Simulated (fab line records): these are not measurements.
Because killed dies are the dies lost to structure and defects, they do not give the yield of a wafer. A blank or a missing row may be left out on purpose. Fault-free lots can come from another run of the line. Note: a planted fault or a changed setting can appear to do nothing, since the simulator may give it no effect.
8D (eight disciplines) problem report, filled in by code -- flow gf180mcu -- the parts of the form that need people (team, actions taken, sign-off) are left out

1. THE ISSUE
M1_ALCU_RS at GF_M1_RS_MEAS_05 reads a mean of 0.0855 ohm/sq on 2 wafers of 1 lot; wafers without a fault read 0.0697 ohm/sq with a standard deviation of 0.00083. That is +19 standard deviations from the usual mean.
The step: measures by four-point-probe.
Earliest sighting: wafer L791.2 on film-metro-02 at day 21 22:21. At this step, 30 wafers from 10 lots have a number in the record. Rule for "out" (also "out of limits"): further than 4 standard deviations from the usual mean. The rest of the wafers with a number are treated as sound.

2. WHAT THIS IS AND IS NOT
question,is,is not
which readings at this step,M1_ALCU_RS,-
which lots,L791,"L776, L777, L781, L782, L793, L795, L796, L797, L798"
which wafers of those lots,"L791.2, L791.5",L791.1
read on which gauges,film-metro-02,"film-metro-01, film-metro-03"
when,from day 21 22:21,"up to then (13 sound wafers); but 15 sound wafers of L793, L795, L796, L797, L798 came after"

3. THE SUSPECTS, EACH WITH WHAT RULES IT OUT
Counting: if a tool at a process step up to the reading ran every lot that is out, it stays a suspect. Sound lots after the first of them don't rule it out here, since some wafers of a struck lot are sound.
- the gauge at GF_M1_RS_MEAS_05: ruled out. All the wafers that are out were read on film-metro-02, but those of them that GF_M1_METAL_ETCH_16 has rows for are out there too, on other tools.
- pvd-sputter-03 at GF_M1_SPUTTER_02 (material AlCu, target thk 450 nm, time 23.9 s): kept. It ran the lot that is out, L791 (day 21 22:16); its last sound lot up to then is L782 (day 18 17:00).
- pvd-sputter-03 at GF_M1_SPUTTER_04 (material TiN, target thk 50 nm, time 41.7 s): kept. It ran the lot that is out, L791 (day 21 22:19); its last sound lot up to then is L782 (day 18 17:03).
What counting leaves: pvd-sputter-03 at GF_M1_SPUTTER_02 and pvd-sputter-03 at GF_M1_SPUTTER_04.

4. THE CAUSE (what the simulator had put in)
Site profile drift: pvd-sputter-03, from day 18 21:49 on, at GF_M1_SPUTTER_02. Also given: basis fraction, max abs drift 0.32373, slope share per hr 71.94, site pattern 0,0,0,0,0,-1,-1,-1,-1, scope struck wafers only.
2 suspects survive the count, and this tool is in that group.

5. THE CHAIN OF EFFECTS, in route order
One row per reading whose mean, taken over the struck wafers that have a number, lies over 3 standard deviations from the usual. Only readings whose record carries a usual standard deviation are examined. hours: median over the lots of the time between each lot's start at the first step of this table that gives one and its start at this step. sigmas: the change, counted in usual standard deviations.
hours,step,reading,usual,on struck wafers,change,sigmas
0,GF_M1_RS_MEAS_05,M1_ALCU_RS,0.0697 ohm/sq,0.0855,+0.0158,+19
6,GF_M1_THK_MEAS_06,M1_ALCU_THK,461 nm,388,-73,-12
23,GF_M1_METAL_ETCH_16,oes-product-au,0.970 a.u.,0.902,-0.068,-11
23,GF_M1_METAL_ETCH_16,throttle-valve-pct,28.253 %,28.320,+0.067,+6.7
Its process steps:
- GF_M1_METAL_ETCH_16: etches the open film in Cl2/BCl3, stops on SiO2, target depth 627.5 nm, time 104.6 s.

6. WHAT WOULD HAVE CAUGHT IT SOONER
In this record the first reading out of limits at a measuring or inspecting step was taken at day 21 22:21, 73 hours after the fault began at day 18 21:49.
An alarm limit of 4 standard deviations would not have fired on the tool readings at GF_M1_SPUTTER_02 for which the record gives a usual standard deviation, since none of them was out on any struck wafer.
By day 21 22:21, every lot that is out (1) had started GF_M1_SPUTTER_02 on pvd-sputter-03. None of them would have been spared by holding the tool at that moment.
